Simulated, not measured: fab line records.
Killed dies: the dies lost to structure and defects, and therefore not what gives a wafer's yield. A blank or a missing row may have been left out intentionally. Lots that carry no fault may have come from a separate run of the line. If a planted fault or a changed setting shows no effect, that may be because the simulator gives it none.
Which of the tools did it? :: flow gf180mcu :: 39 wafers from 13 lots sampled at 6 of the route's 602 steps

WHAT THE GAUGES SHOWED, per wafer
GF_V5_THK_MEAS_01.
lot: L792
measured: day 26 08:50
on: film metro-01
V5_CVD_00_THK (nm): 299 298 298

lot: L794
measured: day 27 05:28
on: film metro-02
V5_CVD_00_THK (nm): 295 297 293

lot: L795
measured: day 27 15:09
on: film metro-01
V5_CVD_00_THK (nm): 306 295 310

lot: L796
measured: day 28 03:44
on: film metro-01
V5_CVD_00_THK (nm): 298 306 308

lot: L799
measured: day 28 19:05
on: film metro-01
V5_CVD_00_THK (nm): 310 309 298

lot: L801
measured: day 29 11:38
on: film metro-02
V5_CVD_00_THK (nm): 301 314 303

lot: L802
measured: day 29 18:59
on: film metro-02
V5_CVD_00_THK (nm): 296 296 294

lot: L803
measured: day 30 04:02
on: film metro-02
V5_CVD_00_THK (nm): 294 293 292

lot: L804
measured: day 30 12:32
on: film metro-01
V5_CVD_00_THK (nm): 298 298 296

lot: L805
measured: day 30 14:14
on: film metro-01
V5_CVD_00_THK (nm): 297 306 307

lot: L808
measured: day 31 11:05
on: film metro-02
V5_CVD_00_THK (nm): 300 309 299

lot: L809
measured: day 31 16:04
on: film metro-02
V5_CVD_00_THK (nm): 308 301 296

lot: L814
measured: day 32 22:16
on: film metro-01
V5_CVD_00_THK (nm): 295 312 307

GF_TOP_METAL_RS_MEAS_05: uses a four-point probe to measure.
lot: L792
measured: day 27 08:01
on: film metro-03
TOP_METAL_ALCU_RS (ohm/sq): 0.0330 0.0327 0.0327

lot: L794
measured: day 28 04:22
on: film metro-01
TOP_METAL_ALCU_RS (ohm/sq): 0.0332 0.0326 0.0330

lot: L795
measured: day 28 13:13
on: film metro-01
TOP_METAL_ALCU_RS (ohm/sq): 0.0327 0.0322 0.0327

lot: L796
measured: day 29 02:07
on: film metro-01
TOP_METAL_ALCU_RS (ohm/sq): 0.0332 0.0331 0.0328

lot: L799
measured: day 29 16:25
on: film metro-01
TOP_METAL_ALCU_RS (ohm/sq): 0.0323 0.0329 0.0328

lot: L801
measured: day 30 08:48
on: film metro-01
TOP_METAL_ALCU_RS (ohm/sq): 0.0328 0.0332 0.0332

lot: L802
measured: day 30 15:46
on: film metro-01
TOP_METAL_ALCU_RS (ohm/sq): 0.0329 0.0327 0.0329

lot: L803
measured: day 31 00:48
on: film metro-01
TOP_METAL_ALCU_RS (ohm/sq): 0.0329 0.0329 0.0323

lot: L804
measured: day 31 09:01
on: film metro-01
TOP_METAL_ALCU_RS (ohm/sq): 0.0329 0.0323 0.0322

lot: L805
measured: day 31 10:28
on: film metro-01
TOP_METAL_ALCU_RS (ohm/sq): 0.0327 0.0301 0.0304

lot: L808
measured: day 32 06:32
on: film metro-04
TOP_METAL_ALCU_RS (ohm/sq): 0.0329 0.0308 0.0308

lot: L809
measured: day 32 11:34
on: film metro-01
TOP_METAL_ALCU_RS (ohm/sq): 0.0321 0.0326 0.0322

lot: L814
measured: day 33 16:29
on: film metro-04
TOP_METAL_ALCU_RS (ohm/sq): 0.0332 0.0326 0.0329

GF_TOP_METAL_THK_MEAS_06: measures by xrf.
lot: L792
measured: day 27 08:07
on: film metro-03
TOP_METAL_ALCU_THK (nm): 874 884 882

lot: L794
measured: day 28 04:29
on: film metro-01
TOP_METAL_ALCU_THK (nm): 877 895 881

lot: L795
measured: day 28 13:19
on: film metro-01
TOP_METAL_ALCU_THK (nm): 891 905 892

lot: L796
measured: day 29 02:14
on: film metro-01
TOP_METAL_ALCU_THK (nm): 875 875 890

lot: L799
measured: day 29 16:32
on: film metro-01
TOP_METAL_ALCU_THK (nm): 901 887 884

lot: L801
measured: day 30 08:55
on: film metro-01
TOP_METAL_ALCU_THK (nm): 885 879 874

lot: L802
measured: day 30 15:53
on: film metro-01
TOP_METAL_ALCU_THK (nm): 882 887 881

lot: L803
measured: day 31 00:55
on: film metro-01
TOP_METAL_ALCU_THK (nm): 887 881 897

lot: L804
measured: day 31 09:07
on: film metro-01
TOP_METAL_ALCU_THK (nm): 886 905 906

lot: L805
measured: day 31 10:34
on: film metro-01
TOP_METAL_ALCU_THK (nm): 893 965 956

lot: L808
measured: day 32 06:38
on: film metro-04
TOP_METAL_ALCU_THK (nm): 879 937 936

lot: L809
measured: day 32 11:41
on: film metro-01
TOP_METAL_ALCU_THK (nm): 908 892 906

lot: L814
measured: day 33 16:36
on: film metro-04
TOP_METAL_ALCU_THK (nm): 876 892 880

GF_TOP_METAL_OVL_MEAS_15.
lot: L792
measured: day 28 04:11
on: overlay-02
TOP_METAL_OVL (nm): 0.5 -0.3 0.4

lot: L794
measured: day 28 23:53
on: overlay-01
TOP_METAL_OVL (nm): 0.5 1.1 -0.9

lot: L795
measured: day 29 08:36
on: overlay-02
TOP_METAL_OVL (nm): 0.8 1.1 -0.8

lot: L796
measured: day 29 21:29
on: overlay-02
TOP_METAL_OVL (nm): -1.1 -0.7 -1.4

lot: L799
measured: day 30 11:40
on: overlay-02
TOP_METAL_OVL (nm): 3.1 3.1 2.0

lot: L801
measured: day 31 03:34
on: overlay-01
TOP_METAL_OVL (nm): 0.0 0.4 0.7

lot: L802
measured: day 31 09:20
on: overlay-01
TOP_METAL_OVL (nm): 1.1 1.6 1.8

lot: L803
measured: day 31 18:26
on: overlay-01
TOP_METAL_OVL (nm): 3.3 1.6 3.3

lot: L804
measured: day 32 02:20
on: overlay-02
TOP_METAL_OVL (nm): 0.9 1.5 0.7

lot: L805
measured: day 32 03:17
on: overlay-02
TOP_METAL_OVL (nm): -0.5 -0.1 0.1

lot: L808
measured: day 32 22:46
on: overlay-02
TOP_METAL_OVL (nm): 1.5 2.4 1.6

lot: L809
measured: day 33 04:21
on: overlay-01
TOP_METAL_OVL (nm): -1.0 0.5 -0.1

lot: L814
measured: day 34 07:55
on: overlay-01
TOP_METAL_OVL (nm): 0.4 1.1 0.9

TOOL THAT RAN EACH LOT (tool first, then ch and the chambers of the sampled wafers, then the start)
lot: L792
GF_V5_CVD_02: pecvd-03 ch 0, day 26 08:53
GF_TOP_METAL_SPUTTER_02: pvd sputter-03, day 27 07:54

lot: L794
GF_V5_CVD_02: pecvd-03 ch 0,1,2, day 27 05:31
GF_TOP_METAL_SPUTTER_02: pvd sputter-03, day 28 04:16

lot: L795
GF_V5_CVD_02: pecvd-02 ch 1,2, day 27 15:11
GF_TOP_METAL_SPUTTER_02: pvd sputter-03, day 28 13:05

lot: L796
GF_V5_CVD_02: pecvd-02 ch 0,1,2, day 28 03:47
GF_TOP_METAL_SPUTTER_02: pvd sputter-03, day 29 02:01

lot: L799
GF_V5_CVD_02: pecvd-02 ch 0,1, day 28 19:08
GF_TOP_METAL_SPUTTER_02: pvd sputter-03, day 29 16:20

lot: L801
GF_V5_CVD_02: pecvd-02 ch 0,1,2, day 29 11:41
GF_TOP_METAL_SPUTTER_02: pvd sputter-01, day 30 08:43

lot: L802
GF_V5_CVD_02: pecvd-02 ch 0,1,2, day 29 19:02
GF_TOP_METAL_SPUTTER_02: pvd sputter-03, day 30 15:39

lot: L803
GF_V5_CVD_02: pecvd-01 ch 1,2, day 30 04:05
GF_TOP_METAL_SPUTTER_02: pvd sputter-01, day 31 00:43

lot: L804
GF_V5_CVD_02: pecvd-03 ch 0,1,2, day 30 12:35
GF_TOP_METAL_SPUTTER_02: pvd sputter-03, day 31 08:54

lot: L805
GF_V5_CVD_02: pecvd-01 ch 1,2, day 30 14:17
GF_TOP_METAL_SPUTTER_02: pvd sputter-03, day 31 10:21

lot: L808
GF_V5_CVD_02: pecvd-01 ch 0,1,2, day 31 11:08
GF_TOP_METAL_SPUTTER_02: pvd sputter-03, day 32 06:25

lot: L809
GF_V5_CVD_02: pecvd-02 ch 1,2, day 31 16:08
GF_TOP_METAL_SPUTTER_02: pvd sputter-01, day 32 11:28

lot: L814
GF_V5_CVD_02: pecvd-02 ch 1,2, day 32 22:19
GF_TOP_METAL_SPUTTER_02: pvd sputter-04, day 33 16:23
- GF_V5_CVD_02: deposits SiO2 from TEOS, target thk 1450 nm, time 163.28 s.
- GF_TOP_METAL_SPUTTER_02: material AlCu, target thk 900 nm, time 47.82 s.

AS READ BY THE TOOLS THEMSELVES (means over the sampled wafers that have a number; for cases with no such wafer, the mark the record gives instead)
GF_V5_CVD_02.
lot: L792
tool: pecvd-03
heater power w (W): 664

lot: L794
tool: pecvd-03
heater power w (W): 637

lot: L795
tool: pecvd-02
heater power w (W): 626

lot: L796
tool: pecvd-02
heater power w (W): 603

lot: L799
tool: pecvd-02
heater power w (W): 562

lot: L801
tool: pecvd-02
heater power w (W): 626

lot: L802
tool: pecvd-02
heater power w (W): 601

lot: L803
tool: pecvd-01
heater power w (W): 684

lot: L804
tool: pecvd-03
heater power w (W): 680

lot: L805
tool: pecvd-01
heater power w (W): 623

lot: L808
tool: pecvd-01
heater power w (W): 671

lot: L809
tool: pecvd-02
heater power w (W): 684

lot: L814
tool: pecvd-02
heater power w (W): 638

GF_TOP_METAL_SPUTTER_02.
lot: L792
tool: pvd sputter-03
throttle valve pct (%): 29.7

lot: L794
tool: pvd sputter-03
throttle valve pct (%): 29.4

lot: L795
tool: pvd sputter-03
throttle valve pct (%): 30.0

lot: L796
tool: pvd sputter-03
throttle valve pct (%): 30.1

lot: L799
tool: pvd sputter-03
throttle valve pct (%): 30.1

lot: L801
tool: pvd sputter-01
throttle valve pct (%): 30.4

lot: L802
tool: pvd sputter-03
throttle valve pct (%): 29.6

lot: L803
tool: pvd sputter-01
throttle valve pct (%): 30.6

lot: L804
tool: pvd sputter-03
throttle valve pct (%): 30.3

lot: L805
tool: pvd sputter-03
throttle valve pct (%): 30.1

lot: L808
tool: pvd sputter-03
throttle valve pct (%): 29.8

lot: L809
tool: pvd sputter-01
throttle valve pct (%): 30.3

lot: L814
tool: pvd sputter-04
throttle valve pct (%): 30.7

THE ANSWER, worked out from the rows above alone
Rule: usual is defined by the lots themselves. Put in order of their means at a reading, lots are off if they are a third of the lots or fewer, leave a main group of 4 or more, and stand apart from it by a gap of 3 or more times the standard deviation of the main group's means; of several such gaps the widest counts. The tables above print the reading to a certain number of digits; a main group whose means all agree to those digits is not used. Also off: a lot with no number at a reading for which 4 or more lots have one. All remaining lots with rows at the step are treated as sound. After the gauges, taken in route order, come the tools' own readings; for these a lot's mean is taken, as printed above. At the first step where some lot is off, the reading lying furthest off is the one used; lots without a number count as furthest.
Off: L805, L808, seen at GF_TOP_METAL_RS_MEAS_05 (TOP_METAL_ALCU_RS). The main group: mean 0.0327 ohm/sq, standard deviation 0.00023.
If a tool, at a process step before that reading, ran all the lots that are off and no sound lot after the first of them, it fits. Gauges at GF_TOP_METAL_RS_MEAS_05: tried the same way as those tools. 2 tools fit, pecvd-01 at GF_V5_CVD_02 and pvd sputter-03 at GF_TOP_METAL_SPUTTER_02, so this cannot tell which one it is.

WHAT WAS PUT IN BY THE SIMULATOR
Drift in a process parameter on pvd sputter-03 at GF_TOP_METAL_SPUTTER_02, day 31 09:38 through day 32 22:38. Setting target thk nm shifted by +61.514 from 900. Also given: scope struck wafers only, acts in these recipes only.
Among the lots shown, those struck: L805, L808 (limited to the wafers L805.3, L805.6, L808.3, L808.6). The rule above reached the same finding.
